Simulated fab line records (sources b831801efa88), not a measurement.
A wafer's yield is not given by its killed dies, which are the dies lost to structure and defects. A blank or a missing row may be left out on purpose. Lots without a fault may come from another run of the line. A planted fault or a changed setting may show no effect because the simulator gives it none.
fab line records	flow sky130
[record] lots = 6	wafers = 18	lastDay = 50
route steps=708 shown DNWELL@42 PWDE@45 NWELL@56
lots that met no fault: taken from a fault-free run of the same line
startH: hours from the record's opening day to when the first of the lot's shown wafers began	waitH: hours elapsed since this lot's preceding step	" same as the row above	L1.1+2: one row covering several wafers at once	- no value, or no start given	* or withheld: withheld	< > ~ a bound
route shown NAME@n: NAME is a module with steps in the file, n the number in the route of the first one	usual: mean/standard deviation taken from wafers without a fault	same: alike in all rows	chamber/n: place in a boat	sites: readings site by site	_std_site: standard deviation of those values	_edge_site: outer sites' mean less inner sites'	radiusMm: how far each site lies from the wafer's centre	mask NAME#n: copy n	behind: the tool/chamber that last shaped the wafer	hold: what put the lot on hold/how long, in hours/how the hold closed	device: which transistor (n, p or np) failed to switch	end of line: at the end of the route, the tests of the same wafers	step lacking rows: just its recipe	killed: at the first sort, the dies lost to defects and structure; wafer yield is something else	map: a wafer's dies, marking killed ones x, the rest . and places with no die _
set.NAME: setting as actually run; set.NAME@STEP: the setting as run at that earlier step	model.NAME: the simulator's own value behind a step, which no gauge read
lots at selected steps of the route; one table per step, one row per wafer
services: the hour from which a tool's chamber was out of use, counted from the record's first day as startH (under 0 if before that day), plus the number of hours and why
[[steps]]
[step SKY_DNWELL_IMPLANT_07]
[recipe] species = P	energyKev = withheld	doseCm2 = withheld	tiltDeg = withheld
[step SKY_DNWELL_STRIP_08]
[recipe] chemistry = O2/N2	powerW = 1400	pressureMtorr = 1500	platenTempC = withheld	o2FlowSccm = 3000	n2FlowSccm = 300	overashFraction = 0.5
[usual] chamberPressureMTorr = 1500.2/1.4	drypumpMotorCurrentA = 5.9/0.36	oesProductAu = 0.722/0.0047	stripTimeToEndpointS = 36.93/0.11
lot.wafer	tool	chamber	startH	waitH	chamberPressureMTorr	drypumpMotorCurrentA	oesProductAu	rfHoursCounterH	stripTimeToEndpointS
L225.1	plasmaAsher-02	1	86.66	0.1	1498.5	5.8	0.737	40	36.86
L225.2	"	0	"	"	1502.0	6.5	0.723	40	36.73
L225.3	"	0	"	"	1498.4	6.5	0.720	-	36.86
L232.1	plasmaAsher-03	1	113.71	0.1	1498.7	5.6	0.715	32	36.90
L232.3	"	1	"	"	1500.6	5.6	0.716	-	36.89
L232.6	"	1	"	"	1499.6	5.6	0.727	-	37.10
L237.2	plasmaAsher-01	1	139.01	0.1	1498.7	5.3	0.717	45	36.92
L237.3	"	1	"	"	1500.3	5.4	0.727	-	36.74
L237.4	"	0	"	"	1499.4	6.1	0.717	-	36.96
L238.1	plasmaAsher-01	1	142.82	0.1	1500.7	5.3	0.714	46	36.93
L238.2	"	0	"	"	1498.7	6.1	0.726	46	37.04
L238.4	"	0	"	"	1498.6	6.1	0.720	-	36.97
L239.1	plasmaAsher-01	1	148.12	0.1	1499.8	5.3	0.727	46	37.10
L239.5	"	0	"	"	1500.2	6.1	0.719	-	37.23
L239.6	"	1	"	"	1500.1	5.4	0.723	-	37.00
L242.1	plasmaAsher-02	1	171.00	0.1	1500.3	5.8	0.724	5	36.98
L242.3	"	1	"	"	1501.8	5.8	0.723	-	36.91
L242.5	"	0	"	"	1500.2	6.5	0.716	-	37.01
[step SKY_DNWELL_TW_MEAS_09]
[usual] DNWELL_TW = 1111/9.3
lot.wafer	tool	chamber	startH	waitH	DNWELL_TW
L225.1	filmMetro-01	-	86.76	0.1	1107
L225.2	"	-	"	"	1101
L225.3	"	-	"	"	1099
L232.1	filmMetro-02	-	113.81	0.1	1113
L232.3	"	-	"	"	1111
L232.6	"	-	"	"	1114
L237.2	filmMetro-01	-	139.12	0.1	1104
L237.3	"	-	"	"	1106
L237.4	"	-	"	"	1104
L238.1	filmMetro-04	-	142.92	0.1	1115
L238.2	"	-	"	"	1121
L238.4	"	-	"	"	1126
L239.1	filmMetro-01	-	148.22	0.1	1100
L239.5	"	-	"	"	1102
L239.6	"	-	"	"	1100
L242.1	filmMetro-01	-	171.10	0.1	1109
L242.3	"	-	"	"	1107
L242.5	"	-	"	"	1106
[step SKY_PWDE_DEHYDRATE_00]
[recipe] tempC = 200	timeS = 60
[step SKY_PWDE_HMDS_01]
[recipe] primeTimeS = 60	primeTempC = 120
[step SKY_PWDE_COAT_02]
[recipe] spinRpm = 2000	resistThkNm = 3000
[step SKY_PWDE_SOFTBAKE_03]
[recipe] tempC = 110	timeS = withheld
[step SKY_PWDE_EXPOSE_04]
[recipe] maskId = PWDEM	na = 0.6	sourceShape = conventional	sigmaOuter = 0.6	polarization = unpolarized	targetCdNm = 840	doseMj = 214
[step SKY_PWDE_PEB_05]
[recipe] tempC = 115	timeS = withheld
[step SKY_PWDE_DEVELOP_06]
[recipe] wallAngleDeg = 90	developer = TMAH	developTimeS = 60	devTempC = 23
[step SKY_PWDE_OVL_MEAS_07]
[usual] PWDE_OVL = -0.8/1.3
lot.wafer	tool	chamber	startH	waitH	PWDE_OVL[nm]
L225.1	overlay-01	-	102.61	-	-2.1
L225.2	"	-	"	"	-1.6
L225.3	"	-	"	"	-0.9
L232.1	overlay-01	-	133.26	-	-1.4
L232.3	"	-	"	"	-1.1
L232.6	"	-	"	"	-1.2
L237.2	overlay-01	-	157.56	-	-2.4
L237.3	"	-	"	"	-0.8
L237.4	"	-	"	"	-2.6
L238.1	overlay-02	-	162.16	-	-0.2
L238.2	"	-	"	"	-2.2
L238.4	"	-	"	"	-0.2
L239.1	overlay-01	-	167.11	-	0.6
L239.5	"	-	"	"	0.0
L239.6	"	-	"	"	0.1
L242.1	overlay-01	-	191.75	-	2.3
L242.3	"	-	"	"	0.3
L242.5	"	-	"	"	1.2
[step SKY_PWDE_IMPLANT_08]
[recipe] species = B	energyKev = 150	doseCm2 = 3.6e+12	tiltDeg = withheld
[step SKY_PWDE_STRIP_09]
[recipe] chemistry = O2/N2	powerW = 1400	pressureMtorr = 1500	platenTempC = withheld	o2FlowSccm = 3000	n2FlowSccm = 300	overashFraction = 0.5
[usual] chamberPressureMTorr = 1500.0/1.2	drypumpMotorCurrentA = 5.8/0.43	oesProductAu = 0.723/0.0045	stripTimeToEndpointS = 36.95/0.1
lot.wafer	tool	chamber	startH	waitH	chamberPressureMTorr	drypumpMotorCurrentA	oesProductAu	rfHoursCounterH	stripTimeToEndpointS	model.coat_of_PWDE_COAT_02.thkNm
L225.1	plasmaAsher-01	0	102.79	0.1	1499.7	6.1	0.717	40	36.83	0
L225.2	"	1	"	"	1498.7	5.3	0.727	40	36.94	0
L225.3	"	1	"	"	1502.6	5.3	0.723	-	36.88	0
L232.1	plasmaAsher-04	1	133.44	0.1	1499.6	5.3	0.717	42	36.85	0
L232.3	"	0	"	"	1501.0	6.0	0.721	-	36.81	0
L232.6	"	1	"	"	1498.7	5.2	0.725	-	36.92	0
L237.2	plasmaAsher-04	0	157.74	0.1	-	-	-	-	-	3007
L237.3	"	0	"	"	-	-	-	-	-	3013
L237.4	"	1	"	"	-	-	-	-	-	3012
L238.1	plasmaAsher-02	1	162.35	0.1	-	-	-	-	-	2995
L238.2	"	0	"	"	-	-	-	-	-	2993
L238.4	"	0	"	"	-	-	-	-	-	2997
L239.1	plasmaAsher-04	0	167.30	0.1	1500.8	6.0	0.725	45	36.89	0
L239.5	"	1	"	"	1497.9	5.2	0.719	-	36.91	0
L239.6	"	0	"	"	1498.7	6.0	0.712	-	36.89	0
L242.1	plasmaAsher-04	1	191.94	0.1	1499.9	5.2	0.727	48	36.92	0
L242.3	"	1	"	"	1500.9	5.2	0.724	-	36.94	0
L242.5	"	1	"	"	1499.6	5.2	0.714	-	36.89	0
[step SKY_PWDE_TW_MEAS_10]
[usual] PWDE_TW = 374/3.3
lot.wafer	tool	chamber	startH	waitH	PWDE_TW
L225.1	filmMetro-01	-	102.89	0.1	370
L225.2	"	-	"	"	370
L225.3	"	-	"	"	371
L232.1	filmMetro-04	-	133.54	0.1	379
L232.3	"	-	"	"	379
L232.6	"	-	"	"	380
L237.2	filmMetro-04	-	157.85	0.1	375
L237.3	"	-	"	"	374
L237.4	"	-	"	"	374
L238.1	filmMetro-02	-	162.45	0.1	371
L238.2	"	-	"	"	371
L238.4	"	-	"	"	370
L239.1	filmMetro-04	-	167.40	0.1	377
L239.5	"	-	"	"	373
L239.6	"	-	"	"	376
L242.1	filmMetro-04	-	192.04	0.1	379
L242.3	"	-	"	"	381
L242.5	"	-	"	"	379
[step SKY_NWELL_DEHYDRATE_03]
[recipe] tempC = 200	timeS = 60
[step SKY_NWELL_HMDS_04]
[recipe] primeTimeS = 60	primeTempC = 120
[step SKY_NWELL_COAT_05]
[recipe] spinRpm = 2000	resistThkNm = 3000
[step SKY_NWELL_SOFTBAKE_06]
[recipe] tempC = 110	timeS = withheld
[step SKY_NWELL_EXPOSE_07]
[recipe] maskId = NWM	na = 0.6	sourceShape = conventional	sigmaOuter = 0.6	polarization = unpolarized	targetCdNm = 840	doseMj = 255
[step SKY_NWELL_PEB_08]
[recipe] tempC = 115	timeS = withheld
[step SKY_NWELL_DEVELOP_09]
[recipe] wallAngleDeg = 90	developer = TMAH	developTimeS = 60	devTempC = 23
[step SKY_NWELL_OVL_MEAS_10]
[usual] NWELL_00_OVL = 0.9/1.8
lot.wafer	tool	chamber	startH	waitH	NWELL_00_OVL[nm]
L225.1	overlay-01	-	121.26	-	1.5
L225.2	"	-	"	"	0.0
L225.3	"	-	"	"	1.3
L232.1	overlay-02	-	152.61	-	-0.4
L232.3	"	-	"	"	0.6
L232.6	"	-	"	"	-0.1
L237.2	overlay-01	-	178.37	-	1.0
L237.3	"	-	"	"	1.2
L237.4	"	-	"	"	2.7
L238.1	overlay-01	-	183.20	-	-1.2
L238.2	"	-	"	"	0.2
L238.4	"	-	"	"	0.2
L239.1	overlay-01	-	188.25	-	-0.4
L239.5	"	-	"	"	-1.0
L239.6	"	-	"	"	0.0
L242.1	overlay-01	-	214.12	-	2.6
L242.3	"	-	"	"	2.2
L242.5	"	-	"	"	4.0
[step SKY_NWELL_IMPLANT_11]
[recipe] species = P	energyKev = 400	doseCm2 = 1.9e+13	tiltDeg = withheld
[step SKY_NWELL_IMPLANT_12]
[recipe] species = P	energyKev = 120	doseCm2 = 1.3e+12	tiltDeg = withheld
[step SKY_NWELL_IMPLANT_13]
[recipe] species = P	energyKev = 50	doseCm2 = 7e+11	tiltDeg = withheld
[step SKY_NWELL_STRIP_14]
[recipe] chemistry = O2/N2	powerW = 1400	pressureMtorr = 1500	platenTempC = withheld	o2FlowSccm = 3000	n2FlowSccm = 300	overashFraction = 0.5
[usual] chamberPressureMTorr = 1499.8/1.2	drypumpMotorCurrentA = 5.9/0.41	oesProductAu = 0.722/0.0045	stripTimeToEndpointS = 36.97/0.089
lot.wafer	tool	chamber	startH	waitH	chamberPressureMTorr	drypumpMotorCurrentA	oesProductAu	rfHoursCounterH	stripTimeToEndpointS
L225.1	plasmaAsher-02	0	121.75	0.1	1499.9	6.5	0.729	0	37.00
L225.2	"	1	"	"	1499.8	5.9	0.721	0	37.14
L225.3	"	1	"	"	1501.3	5.8	0.720	-	37.01
L232.1	plasmaAsher-03	1	153.09	0.1	1500.6	5.6	0.724	37	37.00
L232.3	"	1	"	"	1501.2	5.6	0.721	-	37.16
L232.6	"	1	"	"	1500.9	5.6	0.724	-	36.96
L237.2	plasmaAsher-04	1	178.85	0.1	1499.9	5.2	0.740	47	81.31
L237.3	"	0	"	"	1498.2	6.0	0.739	-	81.51
L237.4	"	1	"	"	1499.1	5.2	0.735	-	81.54
L238.1	plasmaAsher-03	0	183.69	0.1	1499.0	5.9	0.743	40	81.24
L238.2	"	1	"	"	1498.6	5.6	0.748	40	81.19
L238.4	"	1	"	"	1500.6	5.6	0.742	-	81.39
L239.1	plasmaAsher-02	0	188.74	0.1	1500.9	6.5	0.729	6	36.92
L239.5	"	1	"	"	1500.8	5.8	0.722	-	37.04
L239.6	"	0	"	"	1500.7	6.5	0.724	-	36.98
L242.1	plasmaAsher-03	1	214.60	0.1	1500.9	5.6	0.717	43	36.96
L242.3	"	1	"	"	1498.6	5.6	0.725	-	36.84
L242.5	"	0	"	"	1498.6	5.9	0.731	-	36.94
[step SKY_NWELL_TW_MEAS_15]
[usual] NWELL_TW = 1822/21
lot.wafer	tool	chamber	startH	waitH	NWELL_TW
L225.1	filmMetro-04	-	121.85	0.1	1856
L225.2	"	-	"	"	1848
L225.3	"	-	"	"	1859
L232.1	filmMetro-01	-	153.19	0.1	1806
L232.3	"	-	"	"	1806
L232.6	"	-	"	"	1810
L237.2	filmMetro-04	-	178.96	0.1	31
L237.3	"	-	"	"	30
L237.4	"	-	"	"	30
L238.1	filmMetro-04	-	183.79	0.1	30
L238.2	"	-	"	"	30
L238.4	"	-	"	"	30
L239.1	filmMetro-04	-	188.84	0.1	1848
L239.5	"	-	"	"	1849
L239.6	"	-	"	"	1837
L242.1	filmMetro-04	-	214.70	0.1	1826
L242.3	"	-	"	"	1837
L242.5	"	-	"	"	1847
[step SKY_NWELL_DEHYDRATE_16]
[recipe] tempC = 200	timeS = 60
[[services]]
tool	chamber	startH	hours	kind
plasmaAsher-01	-	64.96	1.6	repair
plasmaAsher-02	-	94.73	0.6	repair
plasmaAsher-01	-	95.22	2.8	pm
plasmaAsher-04	-	105.07	28.1	pm
plasmaAsher-02	-	108.75	9.0	pm
plasmaAsher-02	0	108.75	12.9	ventCycle
plasmaAsher-02	1	108.75	12.9	ventCycle
plasmaAsher-02	-	111.51	10.1	repair
plasmaAsher-02	0	117.75	-	clean
plasmaAsher-02	1	117.75	-	clean
[[key]]
[firstSign] step = SKY_PWDE_STRIP_09	reading = toolRecord	direction = missing
[effect] step = SKY_NWELL_STRIP_14	reading = stripTimeToEndpointS	direction = up	sigmas = 99+	usual = *	struck = *
[effect] step = SKY_NWELL_TW_MEAS_15	reading = NWELL_TW	direction = down	sigmas = 86	usual = 1822	struck = 30
[modelEffect] step = SKY_PWDE_STRIP_09	value = coat_of_PWDE_COAT_02.thkNm	without = 0	struck = 3003
metAt SKY_PWDE_STRIP_09
struckWafers L237.2,L237.3,L237.4,L238.1,L238.2,L238.4
sortLeftOut L237.2,L237.3,L237.4,L238.1,L238.2,L238.4
testerLeftOut L237,L238
onsetBetween 133.44 157.74
[fault] kind = skippedStepWhole	tool = plasmaAsher-02,plasmaAsher-04	chamber = -	onsetH = 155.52	steps = SKY_PWDE_STRIP_09	scope = struckLotsOnly
// testerLeftOut: of these lots the tester's yield and bins aren't shown, on N5 and GAA mostly nor the transistor test; their killed dies are dies lost to structure and defects alone, not to doping, threshold or leakage, so they don't give the yield
// sortLeftOut: the simulated sort isn't trusted on such a fault, so these wafers' sort isn't shown, and their yield isn't known
